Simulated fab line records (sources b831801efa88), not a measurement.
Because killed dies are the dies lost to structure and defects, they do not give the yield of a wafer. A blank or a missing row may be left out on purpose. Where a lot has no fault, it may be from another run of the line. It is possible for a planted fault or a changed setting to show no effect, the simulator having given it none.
fab line records ; flow gf180mcu ; part 2 of 2: steps 33 to 45 of 45
record: lots: 5; wafers: 15; lastDay: 33
route steps=602 shown MVPSD@87 VT_IMPLANT@90
lots that met no fault: taken from a fault-free run of the same line
startH: hours from the record's first day to the start of the lot's first wafer shown ; waitH: how many hours have passed since the lot's step before this one ; " the same as in the row above ; L1.1+2: a single row standing in for several wafers ; - no value, or no start given ; * or withheld: withheld ; < > ~ a bound
route shown NAME@n: names a module that has steps shown in the file, with the first one's number in the route ; usual: mean and standard deviation over wafers with no fault ; same: alike in all rows ; chamber/n: place in a boat ; sites: each site's reading ; _std_site: the values' standard deviation ; _edge_site: outer sites' mean less inner sites' ; radiusMm: for every site, how far away it sits from the centre of the wafer ; mask NAME#n: copy n ; behind: the most recent tool/chamber to have shaped the wafer ; hold: the reason the lot was held/the length of the hold in hours/how it ended ; device: which transistor (n, p or np) failed to switch ; end of line: the route-end tests of the same wafers ; a step without rows: its recipe alone ; killed: not the wafer's yield, but the dies lost to structure and defects at the first sort ; map: shows each die of a wafer: x if killed, . if not, _ if none is there
set.NAME: the setting as run; set.NAME@STEP: as run at that earlier step ; model.NAME: the simulator's own value behind a step, which no gauge read
a table for each step, a row for each wafer; lots at some steps of the route
services: when a tool's chamber went out of use (startH, in hours from the record's first day, below 0 if earlier), for how many hours, and the reason
== steps ==
step: GF_VT_IMPLANT_OVL_MEAS_29
usual: VT_IMPLANT_02_OVL: -0.7/1.4
lot.wafer;tool;chamber;startH;waitH;VT_IMPLANT_02_OVL[nm]
L074.2;overlay-01;-;140.48;0.1;-2.0
L074.3;overlay-01;-;140.48;0.1;-0.5
L074.4;overlay-01;-;140.48;0.1;-1.2
L087.2;overlay-01;-;231.30;0.1;-1.1
L087.4;overlay-01;-;231.30;0.1;-1.3
L087.6;overlay-01;-;231.30;0.1;-1.6
L093.2;overlay-01;-;265.95;0.1;-1.1
L093.3;overlay-01;-;265.95;0.1;0.4
L093.5;overlay-01;-;265.95;0.1;-0.7
L094.4;overlay-02;-;271.24;0.1;-0.5
L094.5;overlay-02;-;271.24;0.1;-2.1
L094.6;overlay-02;-;271.24;0.1;-2.0
L095.2;overlay-02;-;277.17;0.1;0.3
L095.4;overlay-02;-;277.17;0.1;0.8
L095.6;overlay-02;-;277.17;0.1;0.3
step: GF_VT_IMPLANT_IMPLANT_30
recipe: species: B; energyKev: 25; doseCm2: 2.534e+12; tiltDeg: 7
lot.wafer;tool;chamber;startH;waitH
L074.2+3+4;implanter-01;0;140.53;0.0
L087.2+4+6;implanter-02;0;231.38;0.1
L093.2+3+5;implanter-01;0;266.01;0.0
L094.4+5+6;implanter-04;0;271.33;0.1
L095.2+4+6;implanter-01;0;277.23;0.0
step: GF_VT_IMPLANT_STRIP_31
recipe: chemistry: O2/N2; powerW: 1400; pressureMtorr: 1500; platenTempC: 250; o2FlowSccm: 3000; n2FlowSccm: 300; overashFraction: 0.5
usual: drypumpMotorCurrentA: 5.2/0.52; heaterPowerW: 306/33; n2FlowSccm: 299.9/0.84; oesProductAu: 0.716/0.0047; stripTimeToEndpointS: 12.63/0.031
lot.wafer;tool;chamber;startH;waitH;drypumpMotorCurrentA;heaterPowerW;n2FlowSccm;oesProductAu;rfHoursCounterH;stripTimeToEndpointS
L074.2;plasmaAsher-01;0;140.66;0.1;5.6;282;301.0;0.715;49;12.66
L074.3;plasmaAsher-01;1;140.66;0.1;4.8;271;299.8;0.732;-;12.66
L074.4;plasmaAsher-01;0;140.66;0.1;5.6;276;300.2;0.717;-;12.64
L087.2;plasmaAsher-01;1;231.63;0.2;4.8;270;299.1;0.720;59;12.62
L087.4;plasmaAsher-01;0;231.63;0.2;5.6;279;299.7;0.714;-;12.66
L087.6;plasmaAsher-01;1;231.63;0.2;4.8;270;299.5;0.715;-;12.60
L093.2;plasmaAsher-03;0;266.13;0.1;4.7;334;298.8;0.716;13;12.62
L093.3;plasmaAsher-03;1;266.13;0.1;6.1;333;301.0;0.715;-;12.62
L093.5;plasmaAsher-03;1;266.13;0.1;6.1;334;301.0;0.719;-;12.62
L094.4;plasmaAsher-01;1;271.44;0.1;4.8;269;300.2;0.710;-;12.58
L094.5;plasmaAsher-01;0;271.44;0.1;5.6;284;300.9;0.716;-;12.62
L094.6;plasmaAsher-01;1;271.44;0.1;4.8;275;301.3;0.710;-;12.63
L095.2;plasmaAsher-01;1;277.35;0.1;4.8;267;299.5;0.718;64;12.62
L095.4;plasmaAsher-01;1;277.35;0.1;4.8;277;299.7;0.719;-;12.61
L095.6;plasmaAsher-01;1;277.35;0.1;4.8;265;300.8;0.711;-;12.60
step: GF_VT_IMPLANT_TW_MEAS_32
usual: VT_IMPLANT_3_TW: 269.3/2.8
lot.wafer;tool;chamber;startH;waitH;VT_IMPLANT_3_TW
L074.2;filmMetro-02;-;140.77;0.1;274.8
L074.3;filmMetro-02;-;140.77;0.1;273.3
L074.4;filmMetro-02;-;140.77;0.1;271.9
L087.2;filmMetro-02;-;231.74;0.1;272.3
L087.4;filmMetro-02;-;231.74;0.1;272.1
L087.6;filmMetro-02;-;231.74;0.1;274.1
L093.2;filmMetro-02;-;266.24;0.1;270.7
L093.3;filmMetro-02;-;266.24;0.1;272.5
L093.5;filmMetro-02;-;266.24;0.1;271.8
L094.4;filmMetro-04;-;271.53;0.1;270.3
L094.5;filmMetro-04;-;271.53;0.1;268.7
L094.6;filmMetro-04;-;271.53;0.1;269.6
L095.2;filmMetro-03;-;277.46;0.1;264.8
L095.4;filmMetro-03;-;277.46;0.1;266.6
L095.6;filmMetro-03;-;277.46;0.1;264.8
step: GF_VT_IMPLANT_DEHYDRATE_33
recipe: tempC: 200; timeS: 60
lot.wafer;tool;chamber;startH;waitH
L074.2+3+4;lithoTrack-03;0;147.97;7.2
L087.2+4+6;lithoTrack-03;0;240.32;8.6
L093.2+3+5;lithoTrack-03;0;275.97;9.7
L094.4+5+6;lithoTrack-01;0;280.64;9.1
L095.2+4+6;lithoTrack-01;0;286.19;8.7
step: GF_VT_IMPLANT_HMDS_34
recipe: primeTimeS: 60; primeTempC: 120
lot.wafer;tool;chamber;startH;waitH
L074.2+3+4;lithoTrack-03;0;148.12;0.1
L087.2+4+6;lithoTrack-03;0;240.47;0.1
L093.2+3+5;lithoTrack-03;0;276.12;0.1
L094.4+5+6;lithoTrack-01;0;280.79;0.1
L095.2+4+6;lithoTrack-01;0;286.34;0.1
step: GF_VT_IMPLANT_COAT_35
recipe: resist: NOVOLAK; spinRpm: 3000; resistThkNm: 1000
lot.wafer;tool;chamber;startH;waitH
L074.2+3+4;lithoTrack-03;0;148.27;0.1
L087.2+4+6;lithoTrack-03;0;240.62;0.1
L093.2+3+5;lithoTrack-03;0;276.27;0.1
L094.4+5+6;lithoTrack-01;0;280.94;0.1
L095.2+4+6;lithoTrack-01;0;286.49;0.1
step: GF_VT_IMPLANT_SOFTBAKE_36
recipe: tempC: 90; timeS: 60; resist: NOVOLAK
lot.wafer;tool;chamber;startH;waitH
L074.2+3+4;lithoTrack-03;0;148.42;0.1
L087.2+4+6;lithoTrack-03;0;240.77;0.1
L093.2+3+5;lithoTrack-03;0;276.42;0.1
L094.4+5+6;lithoTrack-01;0;281.09;0.1
L095.2+4+6;lithoTrack-01;0;286.64;0.1
step: GF_VT_IMPLANT_EXPOSE_37
recipe: maskId: Nwell_HV_AREA; targetCdNm: 860; na: 0.6; sourceShape: conventional; sigmaOuter: 0.6; doseMj: 140
usual: reticleTempC: 23.00/0.1
lot.wafer;tool;chamber;startH;waitH;mask;reticleTempC
L074.2;ilineStepper-01;0;-;-;Nwell_HV_AREA#0;22.95
L074.3;ilineStepper-01;0;-;-;Nwell_HV_AREA#0;22.92
L074.4;ilineStepper-01;0;-;-;Nwell_HV_AREA#0;23.00
L087.2;ilineStepper-02;0;-;-;Nwell_HV_AREA#0;22.99
L087.4;ilineStepper-02;0;-;-;Nwell_HV_AREA#0;22.98
L087.6;ilineStepper-02;0;-;-;Nwell_HV_AREA#0;23.06
L093.2;ilineStepper-01;0;-;-;Nwell_HV_AREA#0;23.18
L093.3;ilineStepper-01;0;-;-;Nwell_HV_AREA#0;22.93
L093.5;ilineStepper-01;0;-;-;Nwell_HV_AREA#0;22.77
L094.4;ilineStepper-01;0;-;-;Nwell_HV_AREA#0;23.06
L094.5;ilineStepper-01;0;-;-;Nwell_HV_AREA#0;23.08
L094.6;ilineStepper-01;0;-;-;Nwell_HV_AREA#0;23.09
L095.2;ilineStepper-01;0;-;-;Nwell_HV_AREA#0;22.94
L095.4;ilineStepper-01;0;-;-;Nwell_HV_AREA#0;22.83
L095.6;ilineStepper-01;0;-;-;Nwell_HV_AREA#0;22.98
step: GF_VT_IMPLANT_PEB_38
recipe: tempC: withheld; timeS: *; resist: NOVOLAK
lot.wafer;tool;chamber;startH;waitH
L074.2+3+4;lithoTrack-03;0;-;-
L087.2+4+6;lithoTrack-01;0;-;-
L093.2+3+5;lithoTrack-03;0;-;-
L094.4+5+6;lithoTrack-01;0;-;-
L095.2+4+6;lithoTrack-03;0;-;-
step: GF_VT_IMPLANT_DEVELOP_39
recipe: developTimeS: 60; devTempC: 23
lot.wafer;tool;chamber;startH;waitH
L074.2+3+4;lithoTrack-03;0;155.87;0.1
L087.2+4+6;lithoTrack-01;0;249.44;0.1
L093.2+3+5;lithoTrack-03;0;285.57;0.1
L094.4+5+6;lithoTrack-01;0;291.24;0.1
L095.2+4+6;lithoTrack-03;0;296.47;0.1
step: GF_VT_IMPLANT_OVL_MEAS_40
usual: VT_IMPLANT_03_OVL: -0.1/1.4
lot.wafer;tool;chamber;startH;waitH;VT_IMPLANT_03_OVL[nm]
L074.2;overlay-02;-;156.00;0.1;1.9
L074.3;overlay-02;-;156.00;0.1;-0.1
L074.4;overlay-02;-;156.00;0.1;1.4
L087.2;overlay-02;-;249.57;0.1;2.9
L087.4;overlay-02;-;249.57;0.1;2.5
L087.6;overlay-02;-;249.57;0.1;2.4
L093.2;overlay-01;-;285.70;0.1;-2.3
L093.3;overlay-01;-;285.70;0.1;-1.8
L093.5;overlay-01;-;285.70;0.1;-0.5
L094.4;overlay-02;-;291.34;0.1;0.9
L094.5;overlay-02;-;291.34;0.1;0.9
L094.6;overlay-02;-;291.34;0.1;0.6
L095.2;overlay-02;-;296.63;0.1;-0.3
L095.4;overlay-02;-;296.63;0.1;-0.5
L095.6;overlay-02;-;296.63;0.1;-0.7
step: GF_VT_IMPLANT_IMPLANT_41
recipe: species: As; energyKev: 70; doseCm2: 1.013e+12; tiltDeg: 7
lot.wafer;tool;chamber;startH;waitH
L074.2+3+4;implanter-04;0;156.06;0.0
L087.2+4+6;implanter-04;0;249.63;0.0
L093.2+3+5;implanter-04;0;285.76;0.0
L094.4+5+6;implanter-02;0;291.43;0.1
L095.2+4+6;implanter-02;0;296.69;0.0
== services ==
tool;chamber;startH;hours;kind
plasmaAsher-03;-;88.46;1.3;repair
plasmaAsher-04;-;95.53;10.6;repair
implanter-02;-;101.81;1.8;repair
plasmaAsher-03;-;108.75;9.0;pm
implanter-04;-;134.03;3.2;repair
ilineStepper-01;-;136.32;1.8;repair
ilineStepper-02;-;137.57;4.4;repair
ilineStepper-02;-;141.99;1.7;pm
plasmaAsher-01;-;155.15;2.8;pm
ilineStepper-01;-;156.89;1.7;pm
implanter-02;-;167.68;4.7;pm
plasmaAsher-03;-;169.62;14.6;pm
implanter-01;-;172.34;2.0;repair
implanter-02;-;179.17;1.2;repair
ilineStepper-01;-;187.18;2.1;pm
plasmaAsher-01;-;225.02;1.3;repair
ilineStepper-02;-;226.90;2.1;pm
plasmaAsher-04;-;227.94;4.3;repair
ilineStepper-02;-;228.98;-;consumableReplace:lamp
implanter-04;-;244.51;1.8;repair
implanter-04;-;252.95;2.3;repair
implanter-02;-;258.35;17.6;pm
plasmaAsher-04;-;268.51;13.9;repair
plasmaAsher-03;-;276.74;2.1;repair
